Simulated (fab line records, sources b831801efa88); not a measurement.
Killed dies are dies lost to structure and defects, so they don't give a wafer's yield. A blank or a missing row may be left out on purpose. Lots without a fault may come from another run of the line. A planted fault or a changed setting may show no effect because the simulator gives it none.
Split-lot experiment | flow gf180mcu | 5 lots, 23 wafers read, on a route of 602 steps

THE SPLIT
At GF_SAB_DEVELOP_08 (develop time 60 s), the setting develop_time_s was moved away from the recipe's 60 s on 5 of the 23 wafers read, by -9.9% to +13.7%. The other wafers ran this setting at the recipe's value.

The file shows no step between the split and the reading.

THE READING
cd_nm, in nm, at GF_SAB_CD_MEAS_09 (target cd 420 nm). Fault-free wafers of this fab line usually give 418.2 nm, standard deviation 2.2 nm.

wafer  | tool, chamber at the split | develop_time_s as run, s | against the recipe | cd_nm, nm | against lot-mates on the recipe
L076.1 | litho_track-04, 0          | 54.05                    | -9.9%              | 429.1     | +10.0
L076.2 | litho_track-04, 0          | 60                       | recipe             | 418.2     | -
L076.3 | litho_track-04, 0          | 54.05                    | -9.9%              | 430.5     | +11.4
L076.4 | litho_track-04, 0          | 60                       | recipe             | 419.7     | -
L076.5 | litho_track-04, 0          | 60                       | recipe             | 419.3     | -
L079.2 | litho_track-03, 0          | 60                       | recipe             | 417.3     | -
L079.3 | litho_track-03, 0          | 60                       | recipe             | 420.0     | -
L079.6 | litho_track-03, 0          | 60                       | recipe             | 418.4     | -
L083.2 | litho_track-01, 0          | 60                       | recipe             | 412.8     | -
L083.3 | litho_track-01, 0          | 60                       | recipe             | 412.9     | -
L083.4 | litho_track-01, 0          | 60                       | recipe             | 415.1     | -
L083.5 | litho_track-01, 0          | 60                       | recipe             | 416.8     | -
L083.6 | litho_track-01, 0          | 60                       | recipe             | 414.5     | -
L084.1 | litho_track-04, 0          | 60                       | recipe             | 417.5     | -
L084.2 | litho_track-04, 0          | 68.23                    | +13.7%             | 406.6     | -11.6
L084.3 | litho_track-04, 0          | 60                       | recipe             | 418.9     | -
L084.5 | litho_track-04, 0          | 68.23                    | +13.7%             | 406.1     | -12.1
L084.6 | litho_track-04, 0          | 68.23                    | +13.7%             | 407.5     | -10.7
L085.1 | litho_track-03, 0          | 60                       | recipe             | 418.0     | -
L085.2 | litho_track-03, 0          | 60                       | recipe             | 416.9     | -
L085.3 | litho_track-03, 0          | 60                       | recipe             | 419.3     | -
L085.4 | litho_track-03, 0          | 60                       | recipe             | 417.0     | -
L085.5 | litho_track-03, 0          | 60                       | recipe             | 417.9     | -

THE FIT
A straight line over all 23 wafers: cd_nm changes by -0.911 nm for each +1% of develop_time_s; r = -0.92; the points scatter about the line by 2.3 nm.
The same after taking each lot's own level away (the mean of its wafers on the recipe; 23 wafers): -0.907 nm for each +1%; r = -0.98; scatter 1.2 nm.
On that fit, the largest move of develop_time_s shifts the reading by 12 nm.
The lots' own levels span 414.42 to 419.07 nm, that is 2.1 times the standard deviation above.
So the lot-to-lot level changes the slope little: the two slopes agree.
Check: with one of the wafers moved furthest among these (+13.7%) left out of the fit, the line predicts -12.4 nm for it against its lot-mates. It came out at -11.6 nm against them.

OTHER SPLITS ON THESE WAFERS
These wafers also went through other splits before the reading. Each is held against what the fit with the lots' levels taken away leaves over:
other split on the same wafers | wafers away from the commonest value | r with cd_nm (lot level and that fit taken away)
GF_HV_LDD_EXPOSE_28 dose_mj    | 6                                    | +0.00
GF_NSD_SOFTBAKE_03 temp_c      | 10                                   | +0.17
GF_PSD_IMPLANT_09 energy_kev   | 10                                   | -0.06

THE WHOLE CHAIN: every reading that the file lists as answering this split, in the file's order
step              | what it does                                              | reading                                                    | change (the file's fit)               | r (the file's)
GF_SAB_CD_MEAS_09 | target cd 420 nm                                          | cd_nm                                                      | -0.921 nm for each +1% of the setting | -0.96
GF_SAB_ETCH_11    | etches SiO2 in C4F8/O2/Ar, target depth 55 nm, time 8.5 s | SAB.cd_nm (the simulator's own value, which no gauge read) | -0.911 nm for each +1% of the setting | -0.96

THE FILE'S OWN FIT
cd_nm changes by -0.921 nm for each +1% of develop_time_s, r = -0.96.
